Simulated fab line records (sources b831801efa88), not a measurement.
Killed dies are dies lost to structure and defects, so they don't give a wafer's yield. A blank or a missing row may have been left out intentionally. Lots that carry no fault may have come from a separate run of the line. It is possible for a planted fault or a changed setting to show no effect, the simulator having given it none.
fab line records	flow sky130
[record] lots = 12	wafers = 36	last_day = 50
route steps=708 shown NWELL@65 VT_ADJUST_HVTP@93 GATE_OXIDE@201
lots with no fault: from the same line, run without faults
start_h: hours from the record's opening day to when the first of the lot's shown wafers began	wait_h: time in hours since the lot's previous step	" same as the row above	L1.1+2: one row covering several wafers at once	- no value present, or no start provided	* or withheld: withheld	< > ~ a bound
route shown NAME@n: a module of which the file shows steps, and the number in the route of the first	usual: mean/standard deviation of fault-free wafers	same: alike in all rows	chamber/n: place in a boat	sites: each site's reading	_std_site: their standard deviation	_edge_site: mean of outer sites minus mean of inner sites	radius_mm: for every site, how far away it sits from the centre of the wafer	mask NAME#n: copy n	behind: the last tool/chamber to shape the wafer	hold: reason for holding the lot/hours on hold/outcome of the hold	device: transistor that didn't switch, given as n, p or np	end of line: tests of these same wafers at the route's end	a step without rows: its recipe alone	killed: at the first sort, the dies lost to defects and structure; wafer yield is something else	map: the dies of a wafer, with x for killed, . for not killed, _ for no die there
set.NAME: the setting that was run; set.NAME@STEP: the one run at that earlier step	model.NAME: the simulator's own value behind a step, which no gauge read
one table for each step of the route and one row for each wafer, over a sample of lots
services: a tool's chamber out of use, with start hour (start_h, from the record's first day; less than 0 if before it), hours out, and reason
[[steps]]
[step SKY_NWELL_IMPLANT_12]
[recipe] species = P	energy_kev = 120	dose_cm2 = 1.3e+12	tilt_deg = withheld
[usual] beam_on_s = 10.00/0.2	dose_ions_cm2 = 1.3001e+12/1.5e+09	faraday_current_uA = 7.33/0.15
lot.wafer	tool	chamber	start_h	wait_h	beam_on_s	dose_ions_cm2	faraday_current_uA
L304.1	implanter-04	0	83.42	0.1	9.96	1.3008e+12	7.34
L304.4	"	0	"	"	10.16	1.3012e+12	7.23
L304.5	"	0	"	"	10.02	1.2988e+12	7.32
L305.4	implanter-03	0	87.42	0.1	9.97	1.2964e+12	7.36
L305.5	"	0	"	"	9.92	1.3008e+12	7.38
L305.6	"	0	"	"	10.10	1.2991e+12	7.23
L306.2	implanter-03	0	96.67	0.1	10.24	1.2987e+12	7.17
L306.4	"	0	"	"	10.13	1.3026e+12	7.22
L306.6	"	0	"	"	9.69	1.3022e+12	7.55
L307.2	implanter-02	0	99.60	0.1	9.60	1.3009e+12	7.60
L307.3	"	0	"	"	10.21	1.2988e+12	7.16
L307.4	"	0	"	"	9.89	1.299e+12	7.39
L310.1	implanter-03	0	124.05	0.1	10.07	1.4418e+12	8.07
L310.3	"	0	"	"	10.40	1.442e+12	7.83
L310.4	"	0	"	"	9.76	1.4434e+12	8.34
L312.1	implanter-03	0	132.73	0.1	10.24	1.4443e+12	7.96
L312.2	"	0	"	"	9.98	1.4435e+12	8.15
L312.3	"	0	"	"	10.27	1.4433e+12	7.92
L318.4	implanter-04	0	168.70	0.1	10.19	1.2986e+12	7.20
L318.5	"	0	"	"	10.14	1.3028e+12	7.24
L318.6	"	0	"	"	9.67	1.3025e+12	7.61
L320.1	implanter-02	0	172.65	0.1	10.16	1.2989e+12	7.24
L320.2	"	0	"	"	10.19	1.3013e+12	7.20
L320.5	"	0	"	"	9.90	1.3003e+12	7.39
L323.2	implanter-04	0	229.12	0.1	10.17	1.3022e+12	7.18
L323.4	"	0	"	"	9.92	1.3027e+12	7.38
L323.6	"	0	"	"	10.07	1.3008e+12	7.28
L324.2	implanter-02	0	229.40	0.1	10.03	1.2977e+12	7.31
L324.3	"	0	"	"	10.28	1.3009e+12	7.11
L324.4	"	0	"	"	10.29	1.3015e+12	7.15
L327.1	implanter-03	0	229.80	0.1	10.08	1.3013e+12	7.28
L327.5	"	0	"	"	10.22	1.2995e+12	7.17
L327.6	"	0	"	"	9.75	1.2974e+12	7.52
L326.1	implanter-02	0	230.87	0.1	9.83	1.3026e+12	7.45
L326.2	"	0	"	"	10.06	1.3016e+12	7.27
L326.5	"	0	"	"	9.82	1.3013e+12	7.46
[step SKY_NWELL_STRIP_14]
[recipe] chemistry = O2/N2	power_w = 1400	pressure_mtorr = 1500	platen_temp_c = withheld	o2_flow_sccm = 3000	n2_flow_sccm = 300	overash_fraction = 0.5
[usual] drypump_motor_current_A = 5.6/0.47	o2_flow_sccm = 2998/9.1	oes_product_au = 0.722/0.0041	strip_time_to_endpoint_s = 36.99/0.099
lot.wafer	tool	chamber	start_h	wait_h	drypump_motor_current_A	o2_flow_sccm	oes_product_au	rf_hours_counter_h	strip_time_to_endpoint_s
L304.1	plasma_asher-03	0	83.72	0.1	5.0	3008	0.725	40	36.97
L304.4	"	0	"	"	5.0	3008	0.723	-	36.98
L304.5	"	1	"	"	5.8	2995	0.723	-	36.96
L305.4	plasma_asher-03	0	87.68	0.1	5.1	2989	0.718	-	36.92
L305.5	"	1	"	"	5.7	2999	0.726	-	36.88
L305.6	"	0	"	"	5.1	2986	0.722	-	36.96
L306.2	plasma_asher-01	1	96.95	0.1	5.7	2997	0.723	42	37.02
L306.4	"	0	"	"	5.0	2998	0.706	-	37.05
L306.6	"	0	"	"	5.0	3004	0.724	-	36.91
L307.2	plasma_asher-01	1	99.88	0.1	5.8	3010	0.716	42	37.05
L307.3	"	1	"	"	5.8	3000	0.719	-	36.92
L307.4	"	0	"	"	5.0	3005	0.726	-	36.93
L310.1	plasma_asher-01	1	124.35	0.1	5.8	2998	0.723	1	37.00
L310.3	"	0	"	"	5.0	3004	0.715	-	37.06
L310.4	"	1	"	"	5.7	3006	0.720	-	37.08
L312.1	plasma_asher-02	0	133.03	0.1	6.3	2987	0.717	33	37.15
L312.2	"	1	"	"	5.7	3018	0.726	33	37.19
L312.3	"	0	"	"	6.3	2988	0.718	-	37.22
L318.4	plasma_asher-02	1	168.96	0.1	5.7	3003	0.716	-	36.93
L318.5	"	0	"	"	6.3	3002	0.718	-	36.81
L318.6	"	1	"	"	5.7	2987	0.721	-	36.97
L320.1	plasma_asher-02	1	172.95	0.1	5.7	3017	0.724	38	36.99
L320.2	"	0	"	"	6.3	2993	0.721	38	37.11
L320.5	"	0	"	"	6.3	3009	0.723	-	37.05
L323.2	plasma_asher-03	1	229.40	0.1	5.7	3001	0.729	54	37.04
L323.4	"	0	"	"	5.0	2996	0.728	-	37.03
L323.6	"	1	"	"	5.8	3012	0.722	-	37.17
L324.2	plasma_asher-02	1	229.67	0.1	5.7	3001	0.722	43	37.02
L324.3	"	1	"	"	5.7	3005	0.720	-	36.96
L324.4	"	0	"	"	6.3	2994	0.717	-	36.97
L327.1	plasma_asher-01	1	230.10	0.1	5.8	2995	0.720	11	36.93
L327.5	"	1	"	"	5.7	3002	0.723	-	36.89
L327.6	"	0	"	"	5.0	2989	0.721	-	37.04
L326.1	plasma_asher-02	0	231.17	0.1	6.4	2992	0.720	43	36.98
L326.2	"	1	"	"	5.7	3004	0.728	43	36.93
L326.5	"	0	"	"	6.4	2981	0.730	-	37.02
[step SKY_NWELL_RS_MEAS_29]
[recipe] thk_meas_gauge = four-point-probe
[usual] NWELL_RS = 624.7/1.6
lot.wafer	tool	chamber	start_h	wait_h	NWELL_RS[ohm/sq]
L304.1	film_metro-01	-	101.44	0.1	625.6
L304.4	"	-	"	"	625.9
L304.5	"	-	"	"	624.8
L305.4	film_metro-01	-	105.59	0.1	627.0
L305.5	"	-	"	"	626.5
L305.6	"	-	"	"	629.1
L306.2	film_metro-04	-	115.26	0.1	624.2
L306.4	"	-	"	"	623.9
L306.6	"	-	"	"	625.3
L307.2	film_metro-03	-	118.35	0.1	625.4
L307.3	"	-	"	"	625.3
L307.4	"	-	"	"	625.3
L310.1	film_metro-04	-	140.34	0.1	619.0
L310.3	"	-	"	"	620.3
L310.4	"	-	"	"	621.2
L312.1	film_metro-01	-	151.67	0.1	618.4
L312.2	"	-	"	"	620.6
L312.3	"	-	"	"	618.7
L318.4	film_metro-04	-	189.07	0.1	623.6
L318.5	"	-	"	"	622.2
L318.6	"	-	"	"	622.2
L320.1	film_metro-04	-	194.04	0.1	623.7
L320.2	"	-	"	"	622.6
L320.5	"	-	"	"	623.5
L323.2	film_metro-03	-	252.33	0.1	624.9
L323.4	"	-	"	"	623.5
L323.6	"	-	"	"	625.1
L327.1	film_metro-01	-	252.66	0.1	624.2
L327.5	"	-	"	"	624.6
L327.6	"	-	"	"	625.9
L324.2	film_metro-04	-	252.66	0.1	624.5
L324.3	"	-	"	"	624.3
L324.4	"	-	"	"	623.0
L326.1	film_metro-03	-	255.21	0.1	625.0
L326.2	"	-	"	"	623.4
L326.5	"	-	"	"	622.9
[step SKY_VT_ADJUST_HVTP_OVL_MEAS_08]
[usual] VT_ADJUST_HVTP_OVL = 0.6/1.3
lot.wafer	tool	chamber	start_h	wait_h	VT_ADJUST_HVTP_OVL[nm]
L304.1	overlay-01	-	119.18	0.1	2.5
L304.4	"	-	"	"	0.9
L304.5	"	-	"	"	3.0
L305.4	overlay-01	-	122.65	0.1	-0.2
L305.5	"	-	"	"	1.7
L305.6	"	-	"	"	0.5
L306.2	overlay-02	-	131.61	0.1	-0.5
L306.4	"	-	"	"	0.0
L306.6	"	-	"	"	-2.0
L307.2	overlay-01	-	134.17	0.1	-0.5
L307.3	"	-	"	"	-1.7
L307.4	"	-	"	"	2.5
L310.1	overlay-02	-	161.43	0.1	1.8
L310.3	"	-	"	"	1.0
L310.4	"	-	"	"	2.0
L312.1	overlay-02	-	171.33	0.1	-0.4
L312.2	"	-	"	"	1.1
L312.3	"	-	"	"	-0.1
L318.4	overlay-02	-	211.00	0.1	-1.3
L318.5	"	-	"	"	0.3
L318.6	"	-	"	"	-0.7
L320.1	overlay-01	-	215.83	0.1	1.6
L320.2	"	-	"	"	1.7
L320.5	"	-	"	"	1.8
L323.2	overlay-02	-	275.74	0.1	-0.9
L323.4	"	-	"	"	-1.2
L323.6	"	-	"	"	-1.2
L324.2	overlay-02	-	276.51	0.1	0.7
L324.3	"	-	"	"	0.9
L324.4	"	-	"	"	1.8
L327.1	overlay-01	-	276.81	0.1	0.5
L327.5	"	-	"	"	0.7
L327.6	"	-	"	"	2.8
L326.1	overlay-01	-	279.68	0.1	3.0
L326.2	"	-	"	"	2.2
L326.5	"	-	"	"	2.8
[step SKY_GATE_OXIDE_TW_MEAS_14]
[usual] GATE_OXIDE_TW = 221.9/2.3
lot.wafer	tool	chamber	start_h	wait_h	GATE_OXIDE_TW
L304.1	film_metro-03	-	297.83	0.1	222.9
L304.4	"	-	"	"	222.6
L304.5	"	-	"	"	223.3
L305.4	film_metro-03	-	303.09	0.1	222.9
L305.5	"	-	"	"	223.1
L305.6	"	-	"	"	223.1
L306.2	film_metro-01	-	315.68	0.1	218.2
L306.4	"	-	"	"	218.1
L306.6	"	-	"	"	217.3
L307.2	film_metro-03	-	319.59	0.1	222.7
L307.3	"	-	"	"	221.5
L307.4	"	-	"	"	222.7
L310.1	film_metro-03	-	358.40	0.1	223.4
L310.3	"	-	"	"	223.3
L310.4	"	-	"	"	224.2
L312.1	film_metro-01	-	372.91	0.1	217.3
L312.2	"	-	"	"	218.8
L312.3	"	-	"	"	218.7
L318.4	film_metro-03	-	428.78	0.1	223.4
L318.5	"	-	"	"	223.8
L318.6	"	-	"	"	223.5
L320.1	film_metro-01	-	436.38	0.1	218.6
L320.2	"	-	"	"	219.5
L320.5	"	-	"	"	218.6
L323.2	film_metro-01	-	510.22	0.1	220.1
L323.4	"	-	"	"	218.2
L323.6	"	-	"	"	219.2
L324.2	film_metro-03	-	512.22	0.1	220.4
L324.3	"	-	"	"	222.5
L324.4	"	-	"	"	223.5
L327.1	film_metro-03	-	514.22	0.1	222.3
L327.5	"	-	"	"	222.3
L327.6	"	-	"	"	222.2
L326.1	film_metro-01	-	518.67	0.1	219.4
L326.2	"	-	"	"	220.2
L326.5	"	-	"	"	219.7
[[services]]
tool	chamber	start_h	hours	kind
implanter-03	-	60.02	2.7	repair
implanter-03	-	64.34	3.3	repair
plasma_asher-02	-	81.68	8.0	repair
implanter-04	-	101.93	2.0	repair
plasma_asher-01	-	108.75	9.0	pm
plasma_asher-01	0	108.75	9.0	vent_cycle
plasma_asher-01	1	108.75	9.0	vent_cycle
plasma_asher-01	0	117.75	-	clean
plasma_asher-01	1	117.75	-	clean
implanter-04	-	144.40	4.6	repair
implanter-03	-	204.68	10.4	repair
[[key]]
[first_sign] step = SKY_NWELL_IMPLANT_12	reading = dose_ions_cm2	direction = up	sigmas = 95	usual = *	struck = *
[effect] step = SKY_NWELL_IMPLANT_12	reading = faraday_current_uA	direction = up	sigmas = 4.8	usual = 7.33	struck = 8.04
[effect] step = SKY_NWELL_RS_MEAS_29	reading = NWELL_RS	direction = down	sigmas = 3.2	usual = 624.7	struck = 619.7
met_at SKY_NWELL_IMPLANT_12
struck_lots L310,L312
tester_left_out L310,L312
not_acting_at SKY_NWELL_STRIP_14,SKY_VT_ADJUST_HVTP_OVL_MEAS_08,SKY_GATE_OXIDE_TW_MEAS_14
onset_between 96.67 124.05
[fault] kind = process_parameter_drift	tool = implanter-03	chamber = -	onset_h = 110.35	steps = SKY_NWELL_IMPLANT_12	channel = dose_cm2	offset = *	shape = step	end_h = 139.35	acts_in = *	stated = *
// tester_left_out: of these lots the tester's yield and bins aren't shown, on N5 and GAA mostly nor the transistor test; their killed dies are dies lost to structure and defects alone, not to doping, threshold or leakage, so they don't give the yield
